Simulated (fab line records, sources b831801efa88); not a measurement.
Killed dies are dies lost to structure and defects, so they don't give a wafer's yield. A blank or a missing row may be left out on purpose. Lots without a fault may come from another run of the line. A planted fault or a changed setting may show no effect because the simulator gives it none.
Problem report in the 8D (eight disciplines) form, filled by code | flow gf180mcu | the parts of the form that need people (team, actions taken, sign-off) are left out

1. THE PROBLEM
time_to_endpoint_s at GF_V1_CMP_04 reads a mean of 106 s on 3 wafers of 2 lots; wafers without a fault read 80 s with a standard deviation of 5.1. That is +5.0 standard deviations from the usual mean.
The step: polishes SiO2.
First seen on wafer L551.2, day 22 00:29, on cmp-02. The record holds 36 wafers of 12 lots with a number at this step. Rule for "out", or "out of limits": more than 4 standard deviations from the usual mean. The other wafers with a number count as sound.

2. WHAT IT IS AND WHAT IT IS NOT
question                    | is                     | is not
which readings at this step | time_to_endpoint_s     | motor_current_A
which lots                  | L551, L552             | L538, L541, L542, L549, L555, L557, L558, L559, L560, L561
which wafers of those lots  | L551.2, L552.3, L552.5 | L551.1, L551.4, L552.1
read on which tools         | cmp-02                 | cmp-01
when                        | from day 22 00:29      | up to then (14 sound wafers); but 19 sound wafers of L552, L555, L557, L558, L559, L560, L561 came after

3. SUSPECTS, AND WHAT RULES EACH OUT
Counting: a tool at a process step up to the reading stays a suspect if it ran every lot that is out. Sound lots after the first of them don't rule it out here, since some wafers of a struck lot are sound.
- cmp-02 at GF_V1_CMP_04 (polishes SiO2): kept. It ran every lot that is out, first L551 (day 22 00:29); its last sound lot up to then is L538 (day 16 20:29). Its own readings are out on those wafers: time_to_endpoint_s.
- Within cmp-02 at GF_V1_CMP_04: the wafers that are out ran in chamber 0; their sound lot-mates ran in chambers 1, 2, 3.
Left after counting: cmp-02 at GF_V1_CMP_04.

4. THE CAUSE (what the simulator had put in)
Process parameter drift: cmp-02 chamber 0, from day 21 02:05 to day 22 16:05, at GF_V1_CMP_04. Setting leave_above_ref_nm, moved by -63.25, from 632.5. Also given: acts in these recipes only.
Counting left only this tool.

5. THE CHAIN OF EFFECTS, in route order
Each row: a reading whose mean over the struck wafers that have a number lies more than 3 standard deviations from the usual. Only readings for which the record gives a usual standard deviation are gone through. hours: the time from each lot's start at the first step in this table that gives one to its start at this step, as a median over the lots. sigmas: the change in usual standard deviations.
hours | step          | reading            | usual      | on struck wafers | change | sigmas
0     | GF_V1_CMP_04  | time_to_endpoint_s | 80 s       | 106              | +26    | +5.0
-     | GF_V1_ETCH_17 | oes_product_au     | 0.856 a.u. | 0.807            | -0.049 | -11
The process steps in it:
- GF_V1_CMP_04: polishes SiO2.
- GF_V1_ETCH_17: etches SiO2 in C4F8/O2/Ar, stops on TiN, target depth 630 nm.
Later measuring or inspecting steps at which every struck wafer that the step has a row for has a number for every such reading, and none has moved that far: GF_V1_OVL_MEAS_15.

6. WHAT WOULD HAVE CAUGHT IT SOONER
In this record the first reading out of limits was taken at day 22 00:29, 22 hours after the fault began at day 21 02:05.
